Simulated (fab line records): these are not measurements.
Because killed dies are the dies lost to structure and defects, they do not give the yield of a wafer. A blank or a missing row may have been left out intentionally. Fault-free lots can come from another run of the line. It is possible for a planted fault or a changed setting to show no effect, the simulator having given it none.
Matching of chambers    flow sky130    SKY_CONTACT_CMP_04 on cmp-01 has 4 sister chambers
The step polishes SiO2. 4 wafers are shown with their chamber, then 7 later ones without.

## WAFERS WITH THEIR CHAMBER
wafer   chamber  motor-current-A (A)
L547.3  3        11.7
L554.5  1        13.5
L556.1  0        10.7
L556.4  2        13.4

## WAFERS WITH NO CHAMBER GIVEN
wafer   motor-current-A (A)
L556.6  13.4
L555.3  12.7
L555.5  12.4
L555.6  13.1
L568.1  13.1
L568.2  13.3
L568.5  12.9

## WHICH CHAMBER EACH WENT THROUGH
wafer   from the rows above           in truth
L556.6  can't be placed: 2 or 1       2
L555.3  can't be placed: 2 or 1 or 3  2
L555.5  can't be placed: 3 or 2 or 1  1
L555.6  can't be placed: 2 or 1       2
L568.1  can't be placed: 2 or 1       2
L568.2  can't be placed: 2 or 1       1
L568.5  can't be placed: 2 or 1 or 3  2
Placed correctly: 0 of 7. Not placeable from these rows: 7 (in 7, the candidates include the true chamber). Number placed wrongly: 0.
How it was worked out, from the rows above alone: a wafer's distance from a chamber is the root of the sum, over the readings, of the square of ((its reading less the chamber's mean) divided by the reading's scatter). The wafer belongs to the nearest chamber; if the next one is less than 2 further off, it can't be placed. The mean given for a chamber averages the wafers shown for that chamber. The scatter: with one shown wafer a chamber, the root of the mean of the squares of how far each hidden wafer lies from its nearest shown one.
